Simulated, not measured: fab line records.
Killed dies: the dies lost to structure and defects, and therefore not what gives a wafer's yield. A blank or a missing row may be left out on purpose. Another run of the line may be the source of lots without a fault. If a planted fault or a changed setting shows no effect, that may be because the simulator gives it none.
A struck lot beside a sound one	flow sfq_line	14 out of 325 route steps
Sound: these wafers, L369.2, L369.4, L369.6. Wafers struck: L371.1, L371.3, L371.5. At the end, the cause is stated.
For every step that has rows: the tool of each side, followed by ch and its chambers, followed by its first start. Under that, the readings that differ: sound wafers	struck wafers	difference of the means	sigmas: that difference in standard deviations of wafers without a fault.
alike: readings whose means differ by less than 2 such deviations, and words and numbers that are the same on both sides. not compared: withheld readings, readings that some wafer has no value for, bounds like >300 that may hide the same value, and numbers for which the record gives no deviation and whose values overlap.
The two part at a step that has a row with sigmas, a row that says differs or no value, or rows on one side only. Non-overlapping numbers with no deviation appear without sigmas and do not part them. A reading that every wafer of one side lacks parts them only if that side has two wafers or more.

SFQ_TRILAYER_M1_BARC_OPEN_METAL_ETCH_054: etches BARC in O2, target depth 125 nm, time 41.7 s.
  sound on rie_metal-03 ch 1, day 17 01:46; struck on rie_metal-03 ch 0,1, day 17 08:58
  alike: drypump_motor_current_A, oes_product_au
  not compared: rf_hours_counter_h
SFQ_TRILAYER_M1_ETCH_METAL_ETCH_042: etches Nb in Cl2/Ar, stops on SiO2, target depth 240 nm, time 120 s.
  sound on rie_metal-03 ch 1, day 17 01:50; struck on rie_metal-03 ch 0,1, day 17 09:02
  alike: drypump_motor_current_A, oes_product_au
  not compared: rf_hours_counter_h
SFQ_TRILAYER_M1_STRIP_STRIP_043: strips in O2.
  sound on rie_metal-03 ch 1, day 17 01:57; struck on rie_metal-03 ch 0,1, day 17 09:09
reading	sound	struck	difference	sigmas
platen_temp_c (C)	40.09 40.20 40.03	39.93 39.87 39.71	-0.27	-2
  alike: drypump_motor_current_A, oes_product_au
  not compared: rf_hours_counter_h
then, 1 step without rows for these wafers: SFQ_TRILAYER_M1_STRIP_SOLV_CLEAN_044 (cleans in NMP, time 600 s).
SFQ_TRILAYER_I1_DEP_PECVD_045: deposits SiO2 from SiH4/N2O, time 111.11 s, target thk 500 nm.
  sound on pecvd-01 ch 1,2, day 17 02:44; struck on pecvd-01 ch 1,2, day 17 09:56
  alike: heater_power_outer_w, heater_power_w, throttle_valve_pct
SFQ_TRILAYER_I1_CMP_CMP_046: polishes SiO2.
  sound on cmp-01 ch 0,1,2, day 17 04:36; struck on cmp-02 ch 1,2,3, day 17 12:48
  alike: edge_zone_pressure_frac, motor_current_A, platen_rpm, retaining_ring_pressure_frac, time_to_endpoint_s
SFQ_I1_BOW_MEAS_912:
  struck on film_metro-02, day 17 14:48; sound on film_metro-01, day 17 07:37
  alike: I1_BOW
then, 5 steps without rows for these wafers: SFQ_TRILAYER_I1_METRO_MEASURE_047; SFQ_TRILAYER_I1_VIA_LITHO_COAT_054 (resist thk 62 nm); SFQ_TRILAYER_I1_VIA_LITHO_COAT_049 (resist thk 650 nm); SFQ_TRILAYER_I1_VIA_LITHO_SOFTBAKE_053; SFQ_TRILAYER_I1_VIA_LITHO_EXPOSE_050 (exposes mask I1, target cd 500 nm).
-- the record jumps here: 4 days lie between the struck wafers' starts before and after --
SFQ_TRILAYER_I1_VIA_LITHO_PEB_052: peb time 60 s.
  sound on litho_track-02 ch 0, day 21 02:10; struck on litho_track-01, day 21 09:21
  no value came back on the struck wafers for chill_plate_temp_C (C), exhaust_pa (Pa); on the sound wafers chill_plate_temp_C (C) reads 22.94 22.89 22.87
then, 1 step without rows for these wafers: SFQ_TRILAYER_I1_VIA_LITHO_DEVELOP_051 (time 60 s).

## WHERE THEY PART
At SFQ_TRILAYER_M1_STRIP_STRIP_043 first; at SFQ_TRILAYER_I1_VIA_LITHO_PEB_052 last (within this record only).

WHY: what had been put in by the simulator
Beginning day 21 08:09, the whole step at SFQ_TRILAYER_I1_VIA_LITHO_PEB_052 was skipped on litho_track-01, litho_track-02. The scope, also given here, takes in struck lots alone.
